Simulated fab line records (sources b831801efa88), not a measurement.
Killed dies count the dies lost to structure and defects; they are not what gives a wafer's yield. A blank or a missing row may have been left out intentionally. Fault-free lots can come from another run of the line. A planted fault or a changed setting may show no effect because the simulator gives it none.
A lot that was struck, set against a sound lot | flow sky130 | 15 steps out of a route of 708
Sound: the wafers L487.1, L487.4, L487.6. Wafers struck: L491.3, L491.5, L491.6. The cause is given at the end.
Per side, at each step with rows, come the tool, then ch with its chambers, and then its first start. Under that, the readings that differ: sound wafers | struck wafers | difference of the means | sigmas: that difference in standard deviations of wafers without a fault.
alike: a reading whose means differ by less than 2 such deviations, as well as words and numbers matching on both sides. not compared: withheld readings; readings where some wafer has no value; bounds like >300 that might hide an equal value; numbers whose values overlap and for which the record gives no deviation.
A row with sigmas, a row that says differs or no value, or rows on one side alone: a step with any of these is where the two part. Non-overlapping numbers with no deviation appear without sigmas and do not part them. A reading that every wafer of one side lacks parts them only if that side has two wafers or more.

SKY_VT_ADJUST_PCH_TW_MEAS_10:
  sound on film metro-02, day 13 01:25; struck on film metro-03, day 14 08:59
  alike: VT_ADJUST_PCH_TW
then, 7 steps without rows for these wafers: SKY_SONOS_TUNNEL_DEHYDRATE_00 (time 60 s); SKY_SONOS_TUNNEL_HMDS_01 (prime time 60 s); SKY_SONOS_TUNNEL_COAT_02 (resist thk 1140 nm); SKY_SONOS_TUNNEL_SOFTBAKE_03 (time 60 s); SKY_SONOS_TUNNEL_EXPOSE_04 (exposes mask TUNM, target cd 410 nm); SKY_SONOS_TUNNEL_PEB_05; SKY_SONOS_TUNNEL_DEVELOP_06 (develop time 60 s).
SKY_SONOS_TUNNEL_CD_MEAS_07 targets a cd of 410 nm.
  sound on cd sem-01, day 14 02:46; struck on cd sem-02, day 15 12:03
  alike: cd nm
SKY_SONOS_TUNNEL_OVL_MEAS_08:
  sound on overlay-01, day 14 02:53; struck on overlay-01, day 15 12:08
  alike: SONOS_TUNNEL_OVL
then, 2 steps without rows for these wafers: SKY_SONOS_TUNNEL_IMPLANT_09; SKY_SONOS_TUNNEL_WET_ETCH_10 (etches SiO2 in dHF, target depth 14 nm, time 280 s).
SKY_SONOS_TUNNEL_STRIP_11: strips in SPM, time 600 s.
  sound on wet bench-03 ch 2, day 14 03:09; struck on wet bench-03 ch 3, day 15 12:25
  no value came back on the struck wafers for bath guard temp C (C), bath heat duty pct (%); on the sound wafers bath guard temp C (C) reads 129.9 129.6 129.5
  reading                                           | sound | struck         | difference | sigmas
  model.NOVOLAK_of_SONOS_TUNNEL_COAT_02.thk nm (nm) | 0 0 0 | 1137 1139 1137 | +1138      |
SKY_SONOS_TUNNEL_TW_MEAS_12:
  sound on film metro-04, day 14 03:19; struck on film metro-02, day 15 12:37
  alike: SONOS_TUNNEL_TW
-- the record jumps here: 33 days lie between the struck wafers' starts before and after (it left off in module SONOS_TUNNEL and takes up again in module PAD_OPEN, whose first step shown is number 708 of the route) --
SKY_PAD_OPEN_PROBE_99:
  the record has rows for the struck wafers here (prober-02, day 48 23:32) and none for the sound ones

## WHERE THEY PART
At SKY_SONOS_TUNNEL_STRIP_11 first; at SKY_PAD_OPEN_PROBE_99 last (within this record only).

WHY: what had been put in by the simulator
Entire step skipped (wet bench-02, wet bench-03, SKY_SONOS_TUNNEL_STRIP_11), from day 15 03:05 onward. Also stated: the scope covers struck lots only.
